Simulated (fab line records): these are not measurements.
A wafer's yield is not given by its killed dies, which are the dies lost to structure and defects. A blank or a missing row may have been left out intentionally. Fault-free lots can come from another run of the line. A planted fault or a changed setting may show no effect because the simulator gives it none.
Split-lot study || flow gf180mcu || route with 602 steps; 5 lots, 23 wafers read

ON THE SPLIT
At GF_V1_CMP_04 (polishes SiO2), the setting leave above ref nm was moved away from the recipe's 632.5 nm on 7 of the 23 wafers read, by -7.2% to +6.2%. The other wafers ran this setting at the recipe's value.

THE PATH FROM SPLIT TO READING: the file shows 1 step between them
- GF_V1_ETCH_16: etches BARC in N2/H2 (also split here: ion energy ev)

THE READING
oes product au, in a.u., at GF_V1_ETCH_17 (etches SiO2 in C4F8/O2/Ar, stops on TiN, target depth 630 nm). Fault-free wafers of this fab line usually give 0.856 a.u., standard deviation 0.0037 a.u.

{"wafer": "L076.2", "tool, chamber at the split": "cmp-01, 3", "leave above ref nm as run, nm": 632.5, "against the recipe": "recipe", "oes product au, a.u.": 0.856, "against lot-mates on the recipe": "-"}
{"wafer": "L076.3", "tool, chamber at the split": "cmp-01, 2", "leave above ref nm as run, nm": 632.5, "against the recipe": "recipe", "oes product au, a.u.": 0.856, "against lot-mates on the recipe": "-"}
{"wafer": "L076.4", "tool, chamber at the split": "cmp-01, 0", "leave above ref nm as run, nm": 632.5, "against the recipe": "recipe", "oes product au, a.u.": 0.852, "against lot-mates on the recipe": "-"}
{"wafer": "L077.1", "tool, chamber at the split": "cmp-01, 3", "leave above ref nm as run, nm": 632.5, "against the recipe": "recipe", "oes product au, a.u.": 0.852, "against lot-mates on the recipe": "-"}
{"wafer": "L077.2", "tool, chamber at the split": "cmp-01, 2", "leave above ref nm as run, nm": 632.5, "against the recipe": "recipe", "oes product au, a.u.": 0.853, "against lot-mates on the recipe": "-"}
{"wafer": "L077.3", "tool, chamber at the split": "cmp-01, 1", "leave above ref nm as run, nm": 614.2, "against the recipe": "-2.9%", "oes product au, a.u.": 0.840, "against lot-mates on the recipe": -0.013}
{"wafer": "L077.4", "tool, chamber at the split": "cmp-01, 0", "leave above ref nm as run, nm": 632.5, "against the recipe": "recipe", "oes product au, a.u.": 0.854, "against lot-mates on the recipe": "-"}
{"wafer": "L077.5", "tool, chamber at the split": "cmp-01, 1", "leave above ref nm as run, nm": 614.2, "against the recipe": "-2.9%", "oes product au, a.u.": 0.845, "against lot-mates on the recipe": -0.008}
{"wafer": "L080.1", "tool, chamber at the split": "cmp-01, 0", "leave above ref nm as run, nm": 586.8, "against the recipe": "-7.2%", "oes product au, a.u.": 0.823, "against lot-mates on the recipe": -0.033}
{"wafer": "L080.2", "tool, chamber at the split": "cmp-01, 2", "leave above ref nm as run, nm": 586.8, "against the recipe": "-7.2%", "oes product au, a.u.": 0.823, "against lot-mates on the recipe": -0.033}
{"wafer": "L080.3", "tool, chamber at the split": "cmp-01, 1", "leave above ref nm as run, nm": 632.5, "against the recipe": "recipe", "oes product au, a.u.": 0.859, "against lot-mates on the recipe": "-"}
{"wafer": "L080.4", "tool, chamber at the split": "cmp-01, 3", "leave above ref nm as run, nm": 586.8, "against the recipe": "-7.2%", "oes product au, a.u.": 0.819, "against lot-mates on the recipe": -0.037}
{"wafer": "L080.6", "tool, chamber at the split": "cmp-01, 1", "leave above ref nm as run, nm": 632.5, "against the recipe": "recipe", "oes product au, a.u.": 0.853, "against lot-mates on the recipe": "-"}
{"wafer": "L082.1", "tool, chamber at the split": "cmp-01, 0", "leave above ref nm as run, nm": 632.5, "against the recipe": "recipe", "oes product au, a.u.": 0.865, "against lot-mates on the recipe": "-"}
{"wafer": "L082.2", "tool, chamber at the split": "cmp-01, 1", "leave above ref nm as run, nm": 632.5, "against the recipe": "recipe", "oes product au, a.u.": 0.852, "against lot-mates on the recipe": "-"}
{"wafer": "L082.3", "tool, chamber at the split": "cmp-01, 2", "leave above ref nm as run, nm": 632.5, "against the recipe": "recipe", "oes product au, a.u.": 0.857, "against lot-mates on the recipe": "-"}
{"wafer": "L082.4", "tool, chamber at the split": "cmp-01, 3", "leave above ref nm as run, nm": 632.5, "against the recipe": "recipe", "oes product au, a.u.": 0.852, "against lot-mates on the recipe": "-"}
{"wafer": "L082.6", "tool, chamber at the split": "cmp-01, 3", "leave above ref nm as run, nm": 632.5, "against the recipe": "recipe", "oes product au, a.u.": 0.857, "against lot-mates on the recipe": "-"}
{"wafer": "L083.2", "tool, chamber at the split": "cmp-01, 0", "leave above ref nm as run, nm": 632.5, "against the recipe": "recipe", "oes product au, a.u.": 0.860, "against lot-mates on the recipe": "-"}
{"wafer": "L083.3", "tool, chamber at the split": "cmp-01, 3", "leave above ref nm as run, nm": 632.5, "against the recipe": "recipe", "oes product au, a.u.": 0.858, "against lot-mates on the recipe": "-"}
{"wafer": "L083.4", "tool, chamber at the split": "cmp-01, 2", "leave above ref nm as run, nm": 671.6, "against the recipe": "+6.2%", "oes product au, a.u.": 0.891, "against lot-mates on the recipe": "+0.034"}
{"wafer": "L083.5", "tool, chamber at the split": "cmp-01, 3", "leave above ref nm as run, nm": 632.5, "against the recipe": "recipe", "oes product au, a.u.": 0.852, "against lot-mates on the recipe": "-"}
{"wafer": "L083.6", "tool, chamber at the split": "cmp-01, 0", "leave above ref nm as run, nm": 671.6, "against the recipe": "+6.2%", "oes product au, a.u.": 0.881, "against lot-mates on the recipe": "+0.024"}

FIT RESULTS
A straight line over all 23 wafers: oes product au changes by +0.00476 a.u. for each +1% of leave above ref nm; r = +0.97; the points scatter about the line by 0.0037 a.u.
The same after taking each lot's own level away (the mean of its wafers on the recipe; 23 wafers): +0.00469 a.u. for each +1%; r = +0.98; scatter 0.0036 a.u.
On that fit, the largest move of leave above ref nm shifts the reading by 0.034 a.u.
Across the lots, their own levels run from 0.8530 to 0.8567 a.u., a range of 1.0 times the standard deviation given above.
So the lot-to-lot level changes the slope little: the two slopes agree.
Check: -0.0338 a.u. against its lot-mates is what the line predicts for one of the wafers moved furthest among these (-7.2%) when that wafer is left out of the fit. Against them it came out at -0.033 a.u.

FURTHER SPLITS ON THESE WAFERS
Note: prior to the reading, these wafers also went through further splits. Each is held against what the fit with the lots' levels taken away leaves over:
{"other split on the same wafers": "GF_SALICIDE_SPUTTER_03 time s", "wafers away from the commonest value": 8, "r with oes product au (lot level and that fit taken away)": "+0.10"}
{"other split on the same wafers": "GF_CONTACT_CVD_00 sih4 flow sccm", "wafers away from the commonest value": 5, "r with oes product au (lot level and that fit taken away)": -0.06}
{"other split on the same wafers": "GF_CONTACT_CVD_24 temp c", "wafers away from the commonest value": 8, "r with oes product au (lot level and that fit taken away)": -0.02}
{"other split on the same wafers": "GF_M1_COAT_09 resist thk nm", "wafers away from the commonest value": 5, "r with oes product au (lot level and that fit taken away)": "+0.07"}
{"other split on the same wafers": "GF_M1_EXPOSE_11 dose mj", "wafers away from the commonest value": 4, "r with oes product au (lot level and that fit taken away)": -0.15}
{"other split on the same wafers": "GF_V1_ETCH_16 ion energy ev", "wafers away from the commonest value": 9, "r with oes product au (lot level and that fit taken away)": "+0.10"}

THE WHOLE CHAIN: every reading that the file lists as answering this split, in the file's order
{"step": "GF_V1_CMP_04", "what it does": "polishes SiO2", "reading": "SiO2_of_V1_CVD_02.thk nm (the simulator's own value, which no gauge read)", "change (the file's fit)": "+6.19 nm for each +1% of the setting", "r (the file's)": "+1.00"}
{"step": "GF_V1_ETCH_17", "what it does": "etches SiO2 in C4F8/O2/Ar, stops on TiN, target depth 630 nm", "reading": "oes product au", "change (the file's fit)": "+0.0046 a.u. for each +1% of the setting", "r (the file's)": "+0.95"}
{"step": "GF_V1_ETCH_17", "what it does": "etches SiO2 in C4F8/O2/Ar, stops on TiN, target depth 630 nm", "reading": "etch.depth nm (the simulator's own value, which no gauge read)", "change (the file's fit)": "+6.07 nm for each +1% of the setting", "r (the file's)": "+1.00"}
{"step": "GF_V1_ETCH_17", "what it does": "etches SiO2 in C4F8/O2/Ar, stops on TiN, target depth 630 nm", "reading": "V1.feature depth nm (the simulator's own value, which no gauge read)", "change (the file's fit)": "+6.19 nm for each +1% of the setting", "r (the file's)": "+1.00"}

FILE'S OWN FIT
oes product au changes by +0.0046 a.u. for each +1% of leave above ref nm, r = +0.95.
